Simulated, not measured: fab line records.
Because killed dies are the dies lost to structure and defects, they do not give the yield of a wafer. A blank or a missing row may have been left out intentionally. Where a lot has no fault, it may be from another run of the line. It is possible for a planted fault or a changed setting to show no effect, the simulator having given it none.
One fault through the eyes of 2 desks || flow sfq-line || what lay behind the numbers comes last; until then each desk has only its own

== DESK OF THE TOOL OWNER: pvd-sputter-06 ==
The tool's own readings at SFQ_TRILAYER_M2_DEP_SPUTTER_055 (material Nb, target thk 200 nm, time 133.3 s): means of the sampled wafers that have a number, for each lot that ran on this tool. The brackets show how far a lot's mean lies from the usual mean; more than 4 standard deviations puts the lot out of limits, marked OUT.
Columns: A = throttle-valve-pct at SFQ_TRILAYER_M2_DEP_SPUTTER_055, usual 29.9 %
{"lot": "L186", "first seen here": "day 29 04:36", "A": 30.5}
{"lot": "L187", "first seen here": "day 29 15:24", "A": 30.5}
{"lot": "L196", "first seen here": "day 37 02:03", "A": 29.7}
{"lot": "L197", "first seen here": "day 39 19:32", "A": 30.5}
{"lot": "L200", "first seen here": "day 41 03:20", "A": 30.6}
Result from this desk: across the 5 lots, nothing is out of limits.

== AT THE METROLOGY DESK ==
What the gauges read, lot by lot, whatever tool the lot ran on: means of the sampled wafers that have a number. The brackets show how far a lot's mean lies from the usual mean; more than 4 standard deviations puts the lot out of limits, marked OUT.
Columns: A = M2_NB_RS at SFQ_M2_RS_MEAS_914, usual 0.893 ohm/sq
{"lot": "L178", "first seen here": "day 25 22:19", "A": 0.888}
{"lot": "L179", "first seen here": "day 26 01:55", "A": 0.898}
{"lot": "L180", "first seen here": "day 26 06:43", "A": 0.894}
{"lot": "L186", "first seen here": "day 29 04:45", "A": "0.803 (-9.5) OUT"}
{"lot": "L187", "first seen here": "day 29 15:31", "A": 0.876}
{"lot": "L188", "first seen here": "day 29 23:53", "A": 0.893}
{"lot": "L191", "first seen here": "day 31 07:47", "A": 0.905}
{"lot": "L194", "first seen here": "day 32 05:22", "A": 0.902}
{"lot": "L195", "first seen here": "day 34 03:00", "A": 0.888}
{"lot": "L196", "first seen here": "day 37 02:08", "A": 0.885}
{"lot": "L197", "first seen here": "day 39 19:40", "A": 0.905}
{"lot": "L198", "first seen here": "day 40 01:04", "A": 0.895}
{"lot": "L199", "first seen here": "day 40 10:38", "A": 0.880}
{"lot": "L200", "first seen here": "day 41 03:26", "A": 0.903}
This desk's finding: out of limits on L186; first on L186, day 29 04:45 (M2_NB_RS at SFQ_M2_RS_MEAS_914). L178, L179, L180, L187, L188, L191, L194, L195, L196, L197, L198, L199, L200: within limits.

== ALL TOGETHER ==
An alarm was possible from the metrology desk at day 29 04:45, on L186.
The tool owner's desk saw nothing out of limits.
The tool owner's desk has L186 on record, within its limits.
All the named lots went through SFQ_TRILAYER_M2_DEP_SPUTTER_055 on pvd-sputter-06.

== WHAT THE SIMULATOR HAD PUT IN ==
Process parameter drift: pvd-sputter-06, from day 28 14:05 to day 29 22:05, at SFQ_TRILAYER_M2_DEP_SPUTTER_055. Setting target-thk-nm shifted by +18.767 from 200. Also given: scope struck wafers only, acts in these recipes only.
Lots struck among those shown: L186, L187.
Delay in hours, fault start to first out-of-limits reading, per desk: metrology desk 15.
